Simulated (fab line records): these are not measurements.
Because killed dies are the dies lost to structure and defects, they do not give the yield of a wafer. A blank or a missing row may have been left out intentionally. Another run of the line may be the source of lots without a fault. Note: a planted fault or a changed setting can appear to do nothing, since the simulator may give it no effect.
Matching of chambers / flow sky130 / SKY_POLY_GATE_ETCH_15 on rie-diel-01: 4 sister chambers
The step etches BARC in N2/H2, stops on SiO2, time 118.5 s, target depth 110 nm. 4 wafers are shown with their chamber, then 11 later ones without.

## EACH WAFER AND ITS CHAMBER
wafer=L085.2; chamber=2; drypump-motor-current-A (A)=4.8
wafer=L090.1; chamber=0; drypump-motor-current-A (A)=6.3
wafer=L090.3; chamber=3; drypump-motor-current-A (A)=5.9
wafer=L092.3; chamber=1; drypump-motor-current-A (A)=5.2

## WAFERS MISSING THEIR CHAMBER
wafer=L092.4; drypump-motor-current-A (A)=6.3
wafer=L092.6; drypump-motor-current-A (A)=5.2
wafer=L093.1; drypump-motor-current-A (A)=5.9
wafer=L093.2; drypump-motor-current-A (A)=6.3
wafer=L093.3; drypump-motor-current-A (A)=5.2
wafer=L094.1; drypump-motor-current-A (A)=5.2
wafer=L094.2; drypump-motor-current-A (A)=6.0
wafer=L094.3; drypump-motor-current-A (A)=6.3
wafer=L096.1; drypump-motor-current-A (A)=6.3
wafer=L096.3; drypump-motor-current-A (A)=6.0
wafer=L096.4; drypump-motor-current-A (A)=4.8

## CHAMBER TAKEN BY EACH
wafer=L092.4; from the rows above=0; in truth=0
wafer=L092.6; from the rows above=1; in truth=1
wafer=L093.1; from the rows above=3; in truth=3
wafer=L093.2; from the rows above=0; in truth=0
wafer=L093.3; from the rows above=1; in truth=1
wafer=L094.1; from the rows above=1; in truth=1
wafer=L094.2; from the rows above=3; in truth=3
wafer=L094.3; from the rows above=0; in truth=0
wafer=L096.1; from the rows above=0; in truth=0
wafer=L096.3; from the rows above=3; in truth=3
wafer=L096.4; from the rows above=2; in truth=2
Placed correctly: 11 of 11. Number that these rows cannot place: 0. Number placed wrongly: 0.
How it was worked out, from the rows above alone: a wafer's distance from a chamber is the root of the sum, over the readings, of the square of ((its reading less the chamber's mean) divided by the reading's scatter). The wafer belongs to the nearest chamber; if the next one is less than 2 further off, it can't be placed. The mean given for a chamber averages the wafers shown for that chamber. The scatter: with one shown wafer a chamber, the root of the mean of the squares of how far each hidden wafer lies from its nearest shown one.
